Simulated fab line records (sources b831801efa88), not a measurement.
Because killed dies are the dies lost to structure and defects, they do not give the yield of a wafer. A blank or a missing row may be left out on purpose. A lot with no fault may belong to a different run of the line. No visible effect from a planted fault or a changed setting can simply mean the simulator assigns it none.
Which of the tools did it? | flow sky130 | 13 lots with 39 wafers sampled at 3 steps, on a route of 708 steps

== WHAT EACH GAUGE READ, for each wafer ==
SKY_FIELD_ISO_THK_MEAS_23. Usual: FIELD_ISO_OXIDATION_01_THK 10.07 nm, standard deviation 0.22.
lot  | measured    | on            | FIELD_ISO_OXIDATION_01_THK (nm) | flag
L115 | day 2 16:49 | film metro-03 | 9.48 9.58 9.38                  |
L116 | day 2 23:49 | film metro-03 | 10.02 10.05 10.17               |
L117 | day 3 06:08 | film metro-03 | 9.90 10.02 10.13                |
L118 | day 3 12:02 | film metro-02 | 9.78 9.74 9.60                  |
L119 | day 3 14:48 | film metro-01 | 9.76 9.80 9.73                  |
L120 | day 3 18:37 | film metro-02 | 10.01 9.93 10.18                |
L121 | day 4 00:52 | film metro-02 | 9.93 10.02 9.91                 |
L124 | day 4 17:29 | film metro-01 | 10.10 9.93 10.14                |
L125 | day 4 23:09 | film metro-03 | 10.15 10.24 10.34               |
L133 | day 6 20:48 | film metro-03 | 10.16 10.16 10.26               |
L134 | day 6 20:52 | film metro-01 | - - -                           | OFF
L135 | day 7 05:46 | film metro-01 | - - -                           | OFF
L136 | day 8 14:49 | film metro-02 | 9.96 9.88 9.81                  |

SKY_VT_ADJUST_HVTP_CD_MEAS_07 targets a cd of 380 nm. Usual: cd nm 379.4 nm, standard deviation 2.9.
lot  | measured     | on        | cd nm (nm)        | flag
L115 | day 6 13:49  | cd sem-02 | 385.8 383.1 384.6 |
L116 | day 6 20:23  | cd sem-02 | 378.5 378.0 374.7 |
L117 | day 7 04:55  | cd sem-02 | 375.0 373.3 375.6 |
L118 | day 7 09:07  | cd sem-01 | 381.3 380.8 381.3 |
L119 | day 7 13:04  | cd sem-01 | 381.7 384.8 382.2 |
L120 | day 7 15:16  | cd sem-02 | 381.3 385.0 385.1 |
L121 | day 7 22:11  | cd sem-02 | 375.2 379.0 373.8 |
L124 | day 8 19:43  | cd sem-01 | 377.9 377.9 377.5 |
L125 | day 9 02:44  | cd sem-01 | 379.8 378.0 379.2 |
L133 | day 11 21:46 | cd sem-02 | 377.9 378.1 377.9 |
L136 | day 13 15:53 | cd sem-01 | 375.1 376.1 373.1 |

== TOOL THAT RAN EACH LOT (tool first, then ch and the chambers of the sampled wafers, then the start) ==
lot  | SKY_FIELD_ISO_CVD_03
L115 | lpcvd-02 ch 0, day 1 21:41
L116 | lpcvd-02 ch 0, day 2 04:58
L117 | lpcvd-02 ch 1, day 2 09:46
L118 | lpcvd-02 ch 0, day 2 14:50
L119 | lpcvd-02 ch 1, day 2 18:53
L120 | lpcvd-02 ch 0, day 2 22:41
L121 | lpcvd-02 ch 0, day 3 04:37
L124 | lpcvd-02 ch 0, day 3 20:29
L125 | lpcvd-02 ch 1, day 4 00:21
L133 | lpcvd-02 ch 1, day 5 15:50
L134 | lpcvd-02 ch 0, day 5 21:43
L135 | lpcvd-02 ch 0, day 6 04:35
L136 | lpcvd-02 ch 0, day 7 14:05
- SKY_FIELD_ISO_CVD_03: deposits Si3N4 from DCS/NH3, target thk 165 nm, time 2830 s.

== WHAT THE TOOLS THEMSELVES READ (means of the sampled wafers that have a number; where no wafer has one, the mark that the record gives instead) ==
SKY_FIELD_ISO_CVD_03. Usual: pressure mtorr 249.9 mTorr, standard deviation 0.5; spike tc bottom C 786.0 C, standard deviation 1.7.
lot  | tool     | pressure mtorr (mTorr) | spike tc bottom C (C) | flag
L115 | lpcvd-02 | 249.9                  | 785.3                 |
L116 | lpcvd-02 | 250.1                  | 785.1                 |
L117 | lpcvd-02 | 250.2                  | 788.0                 |
L118 | lpcvd-02 | 249.8                  | 784.5                 |
L119 | lpcvd-02 | 249.6                  | 786.9                 |
L120 | lpcvd-02 | 250.1                  | 785.1                 |
L121 | lpcvd-02 | 249.6                  | 784.6                 |
L124 | lpcvd-02 | 250.4                  | 783.9                 |
L125 | lpcvd-02 | 249.6                  | 788.1                 |
L133 | lpcvd-02 | 250.1                  | 787.1                 |
L134 | lpcvd-02 | -                      | -                     | OFF
L135 | lpcvd-02 | -                      | -                     | OFF
L136 | lpcvd-02 | 249.7                  | 784.7                 |

== THE ANSWER, worked out from the rows above alone ==
Rule: a lot is off if the mean of its wafers that have a number lies more than 3 standard deviations from the usual mean. A lot without any number at a reading at which 4 lots or more have one is off too. The other lots that the step has rows for count as sound. First the gauges in route order, then the tools' own readings, where a lot's mean is used as printed above. At the first step where some lot is off, the reading lying furthest off is the one used; lots without a number count as furthest.
Off: L134, L135, seen at SKY_FIELD_ISO_THK_MEAS_23 (FIELD_ISO_OXIDATION_01_THK). Without a number there: L134, L135.
If a tool, at a process step before that reading, ran all the lots that are off and no sound lot after the first of them, it fits. The gauges at SKY_FIELD_ISO_THK_MEAS_23 aren't tried: what is off there is off at SKY_FIELD_ISO_CVD_03 too, on other tools, and a gauge's error can't cause that. None of those tried fits.

== WHAT THE SIMULATOR HAD PUT IN ==
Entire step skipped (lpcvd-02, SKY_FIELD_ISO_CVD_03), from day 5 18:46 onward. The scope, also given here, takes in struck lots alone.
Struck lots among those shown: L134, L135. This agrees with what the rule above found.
